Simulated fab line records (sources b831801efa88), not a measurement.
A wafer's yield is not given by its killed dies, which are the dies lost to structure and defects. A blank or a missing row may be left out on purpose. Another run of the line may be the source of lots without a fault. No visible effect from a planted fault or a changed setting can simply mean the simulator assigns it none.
Which tool was responsible? | flow sky130 | 42 wafers from 14 lots sampled at 5 of the route's 708 steps

## WHAT THE GAUGES SHOWED, per wafer
SKY_LDD_N_TW_MEAS_17.
lot  | measured     | on            | LDD_N_TW
L933 | day 18 11:04 | film metro-03 | 2583 2598 2600
L934 | day 19 02:41 | film metro-04 | 2561 2566 2561
L935 | day 19 21:00 | film metro-03 | 2582 2592 2589
L937 | day 20 00:35 | film metro-03 | 2595 2601 2587
L938 | day 20 08:02 | film metro-03 | 2614 2595 2595
L940 | day 20 19:14 | film metro-01 | 2535 2541 2534
L941 | day 21 06:36 | film metro-03 | 2587 2591 2584
L942 | day 22 01:25 | film metro-04 | 2572 2571 2571
L943 | day 22 02:02 | film metro-04 | 2565 2586 2577
L947 | day 23 17:22 | film metro-04 | 2551 2558 2553
L951 | day 24 23:13 | film metro-03 | 2600 2593 2596
L953 | day 25 19:32 | film metro-04 | 2564 2575 2568
L954 | day 25 19:49 | film metro-01 | 2561 2573 2567
L955 | day 26 03:55 | film metro-03 | 2596 2580 2586

SKY_LDD_HVP_OVL_MEAS_07.
lot  | measured     | on         | LDD_HVP_OVL (nm)
L933 | day 22 07:55 | overlay-02 | -0.1 1.7 1.1
L934 | day 22 23:52 | overlay-02 | -1.3 -1.1 -1.2
L935 | day 23 17:22 | overlay-01 | -0.2 0.5 -0.7
L937 | day 23 21:50 | overlay-02 | -0.5 0.3 -1.2
L938 | day 24 03:19 | overlay-02 | 0.2 -0.5 0.9
L940 | day 24 16:35 | overlay-02 | -0.6 0.1 -0.5
L941 | day 25 02:05 | overlay-02 | 1.1 -1.5 -1.7
L942 | day 25 21:11 | overlay-02 | 0.2 -0.3 1.8
L943 | day 25 21:55 | overlay-02 | -0.2 0.8 0.8
L947 | day 27 11:58 | overlay-01 | -1.9 -1.8 -0.8
L951 | day 28 16:53 | overlay-02 | -0.2 -0.8 1.6
L953 | day 29 11:05 | overlay-02 | 2.9 1.6 1.2
L954 | day 29 11:58 | overlay-01 | 1.4 1.8 2.0
L955 | day 29 20:01 | overlay-02 | -0.3 -2.8 -1.9

SKY_LDD_LDN_TW_MEAS_13.
lot  | measured     | on            | LDD_LDN_TW
L933 | day 23 14:41 | film metro-04 | 1459 1463 1463
L934 | day 24 07:01 | film metro-03 | 1484 1482 1481
L935 | day 25 00:24 | film metro-03 | 1486 1479 1479
L937 | day 25 04:50 | film metro-03 | 1483 1481 1479
L938 | day 25 10:56 | film metro-04 | 1470 1470 1481
L940 | day 25 23:38 | film metro-03 | 1477 1485 1480
L941 | day 26 08:34 | film metro-03 | 1482 1481 1485
L942 | day 27 03:56 | film metro-03 | 1475 1483 1483
L943 | day 27 04:14 | film metro-03 | 1480 1483 1475
L947 | day 28 17:55 | film metro-01 | 1464 1456 1460
L951 | day 29 22:18 | film metro-03 | 1488 1479 1488
L953 | day 30 16:27 | film metro-03 | 1483 1491 1493
L954 | day 30 17:32 | film metro-04 | 1475 1477 1472
L955 | day 31 01:12 | film metro-01 | 1460 1456 1463

SKY_RES_XHIGH_TW_MEAS_09.
lot  | measured     | on            | RES_XHIGH_TW
L933 | day 27 13:28 | film metro-04 | 1631 1638 1632
L934 | day 28 03:41 | film metro-01 | 1618 1616 1608
L935 | day 28 18:52 | film metro-04 | 1629 1637 1636
L937 | day 28 22:40 | film metro-02 | 1646 1655 1640
L938 | day 29 05:25 | film metro-02 | 1658 1660 1659
L940 | day 29 17:40 | film metro-02 | 1662 1667 1665
L941 | day 30 02:07 | film metro-01 | 30 30 29
L942 | day 30 20:39 | film metro-02 | 30 30 30
L943 | day 30 21:35 | film metro-02 | 1652 1645 1639
L947 | day 32 07:31 | film metro-01 | 1625 1630 1625
L951 | day 33 11:46 | film metro-02 | 1635 1640 1647
L953 | day 34 04:10 | film metro-01 | 1630 1617 1622
L954 | day 34 06:07 | film metro-02 | 1643 1645 1645
L955 | day 34 13:41 | film metro-02 | 1654 1656 1642

## EACH LOT AND THE TOOL THAT RAN IT (in order: tool; ch and the chambers of the sampled wafers; start)
lot  | SKY_RES_XHIGH_DEVELOP_06
L933 | litho track-02 ch 0, day 27 13:05
L934 | litho track-03 ch 0, day 28 03:17
L935 | litho track-01 ch 0, day 28 18:28
L937 | litho track-02 ch 0, day 28 22:17
L938 | litho track-02 ch 0, day 29 05:01
L940 | litho track-02 ch 0, day 29 17:17
L941 | litho track-02, day 30 01:43
L942 | litho track-03, day 30 20:16
L943 | litho track-01 ch 0, day 30 21:12
L947 | litho track-03 ch 0, day 32 07:10
L951 | litho track-03 ch 0, day 33 11:23
L953 | litho track-03 ch 0, day 34 03:47
L954 | litho track-02 ch 0, day 34 05:43
L955 | litho track-03 ch 0, day 34 13:17
- SKY_RES_XHIGH_DEVELOP_06: develop time 60 s.

## WHAT THE TOOLS THEMSELVES READ (means of the sampled wafers that have a number; where no wafer has one, the mark that the record gives instead)
SKY_RES_XHIGH_DEVELOP_06.
lot  | tool           | chill plate temp C (C)
L933 | litho track-02 | 23.03
L934 | litho track-03 | 23.07
L935 | litho track-01 | 23.02
L937 | litho track-02 | 22.93
L938 | litho track-02 | 22.95
L940 | litho track-02 | 23.06
L941 | litho track-02 | -
L942 | litho track-03 | -
L943 | litho track-01 | 23.09
L947 | litho track-03 | 23.02
L951 | litho track-03 | 22.98
L953 | litho track-03 | 23.04
L954 | litho track-02 | 22.93
L955 | litho track-03 | 22.97

## THE ANSWER, worked out from the rows above alone
Rule: the usual values come from the lots themselves. Put in order of their means at a reading, lots are off if they are a third of the lots or fewer, leave a main group of 4 or more, and stand apart from it by a gap of 3 or more times the standard deviation of the main group's means; of several such gaps the widest counts. The tables above print the reading to a certain number of digits; a main group whose means all agree to those digits is not used. A lot without any number at a reading at which 4 lots or more have one is off too. The other lots that the step has rows for count as sound. After the gauges, taken in route order, come the tools' own readings; for these a lot's mean is taken, as printed above. At the first step where some lot is off, the reading lying furthest off is the one used; lots without a number count as furthest.
Off: at SKY_RES_XHIGH_TW_MEAS_09 (RES_XHIGH_TW), L941, L942. The main group: mean 1640, standard deviation 14.
A tool fits if, at a process step before that reading, it ran every lot that is off, and no sound lot after the first of them. Not tried: the gauges at SKY_RES_XHIGH_TW_MEAS_09; whatever is off there is also off at SKY_RES_XHIGH_DEVELOP_06, on other tools, and gauge error can't account for it. No candidate that was tried fits.

## WHAT THE SIMULATOR PUT IN
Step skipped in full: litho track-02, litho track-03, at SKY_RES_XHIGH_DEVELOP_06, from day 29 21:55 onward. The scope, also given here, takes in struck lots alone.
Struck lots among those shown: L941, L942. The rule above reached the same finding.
